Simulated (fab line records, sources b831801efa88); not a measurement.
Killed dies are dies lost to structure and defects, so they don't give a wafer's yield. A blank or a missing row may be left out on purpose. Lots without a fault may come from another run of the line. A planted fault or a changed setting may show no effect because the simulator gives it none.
A struck lot beside a sound one | flow gf180mcu | 21 steps out of a route of 602
Sound: wafers L433.1, L433.3, L433.6. Struck: wafers L443.2, L443.4, L443.6. The cause comes at the end.
At each step with rows: each side's tool, then ch and its chambers, then its first start. Under that, the readings that differ: sound wafers | struck wafers | difference of the means | sigmas: that difference in standard deviations of wafers without a fault.
alike: readings whose means differ by less than 2 such deviations, and words and numbers that are the same on both sides. not compared: withheld readings, readings that some wafer has no value for, bounds like >300 that may hide the same value, and numbers for which the record gives no deviation and whose values overlap.
The two part at a step that has a row with sigmas, a row that says differs or no value, or rows on one side only. Numbers that don't overlap but have no deviation are shown without sigmas and don't part them. A reading that every wafer of one side lacks parts them only if that side has two wafers or more.

GF_VT_IMPLANT_RTA_45: time 30 s.
  sound on rtp_anneal-02 ch 0, day 9 04:49; struck on rtp_anneal-02 ch 0, day 11 22:03
  alike: lamp_power_pct, wafer_temp_C_max
GF_VT_IMPLANT_RS_MEAS_46: measures by four-point-probe.
  sound on film_metro-04, day 9 04:55; struck on film_metro-04, day 11 22:09
  alike: MVSD_RS
GF_VT_IMPLANT_RS_MEAS_47: measures by four-point-probe.
  sound on film_metro-04, day 9 05:02; struck on film_metro-04, day 11 22:16
  alike: NWELL_RS
GF_VT_IMPLANT_RS_MEAS_48: measures by four-point-probe.
  sound on film_metro-04, day 9 05:09; struck on film_metro-04, day 11 22:23
  alike: LVPWELL_RS
GF_VT_IMPLANT_RS_MEAS_49: measures by four-point-probe.
  sound on film_metro-04, day 9 05:16; struck on film_metro-04, day 11 22:31
  alike: MVPSD_RS
then, 4 steps without rows for these wafers: GF_VT_IMPLANT_WET_ETCH_50 (etches SiO2 in dHF, target depth 20 nm, time 400 s); GF_DUAL_GATE_CLEAN_00 (cleans in SC1/SC2, time 150 s); GF_DUAL_GATE_CLEAN_01 (cleans in dHF, time 20 s); GF_DUAL_GATE_OXIDATION_02 (stabilise 600 s, purge 300 s, target thk 10.887 nm).
GF_DUAL_GATE_THK_MEAS_03:
  sound on film_metro-04, day 9 09:26; struck on film_metro-04, day 12 00:31
  alike: DUAL_GATE_OXIDATION_00_THK
then, 2 steps without rows for these wafers: GF_DUAL_GATE_DEHYDRATE_04 (time 60 s); GF_DUAL_GATE_HMDS_05 (prime time 60 s).
GF_DUAL_GATE_COAT_06: resist thk 1000 nm.
  sound on litho_track-01 ch 0, day 9 17:31; struck on litho_track-01 ch 0, day 12 09:09
  reading                                        | sound                | struck               | difference | sigmas
  spin_speed_rpm (rpm)                           | 3000.4 3000.6 3002.5 | 2576.2 2576.4 2578.1 | -424.3     | -99 or more
  model.NOVOLAK_of_DUAL_GATE_COAT_06.thk_nm (nm) | 1003 1000 1005       | 1080 1082 1081       | +78        |
then, 3 steps without rows for these wafers: GF_DUAL_GATE_SOFTBAKE_07 (time 60 s); GF_DUAL_GATE_EXPOSE_08 (exposes mask Dualgate, target cd 700 nm); GF_DUAL_GATE_PEB_09.
GF_DUAL_GATE_DEVELOP_10: develop time 60 s.
  sound on litho_track-03 ch 0, day 10 01:58; struck on litho_track-03 ch 0, day 12 19:12
  reading                                        | sound           | struck         | difference | sigmas
  model.NOVOLAK_of_DUAL_GATE_COAT_06.thk_nm (nm) | 1003 999.7 1005 | 1080 1082 1080 | +78        |
GF_DUAL_GATE_OVL_MEAS_11:
  sound on overlay-01, day 10 02:07; struck on overlay-02, day 12 19:20
  alike: DUAL_GATE_OVL
then, 1 step without rows for these wafers: GF_DUAL_GATE_WET_ETCH_12 (etches SiO2 in dHF, target depth 13 nm, time 260 s).
GF_DUAL_GATE_STRIP_13: strips in O2/N2.
  sound on plasma_asher-04 ch 1, day 10 02:14; struck on plasma_asher-03 ch 0, day 12 19:26
  reading                      | sound             | struck            | difference | sigmas
  heater_power_w (W)           | 325 330 329       | 447 450 430       | +114       | +2
  strip_time_to_endpoint_s (s) | 12.66 12.63 12.69 | 13.47 13.50 13.48 | +0.82      | +21
  alike: drypump_motor_current_A, oes_product_au
  not compared: rf_hours_counter_h
then, 1 step without rows for these wafers: GF_DUAL_GATE_CLEAN_14 (cleans in SC1/SC2, time 150 s).

WHERE THEY PART
First at GF_DUAL_GATE_COAT_06; last, within this record, at GF_DUAL_GATE_STRIP_13.

WHY: what the simulator had put in
Process parameter drift: litho_track-01, from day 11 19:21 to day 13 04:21, at GF_DUAL_GATE_COAT_06. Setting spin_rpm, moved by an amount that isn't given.
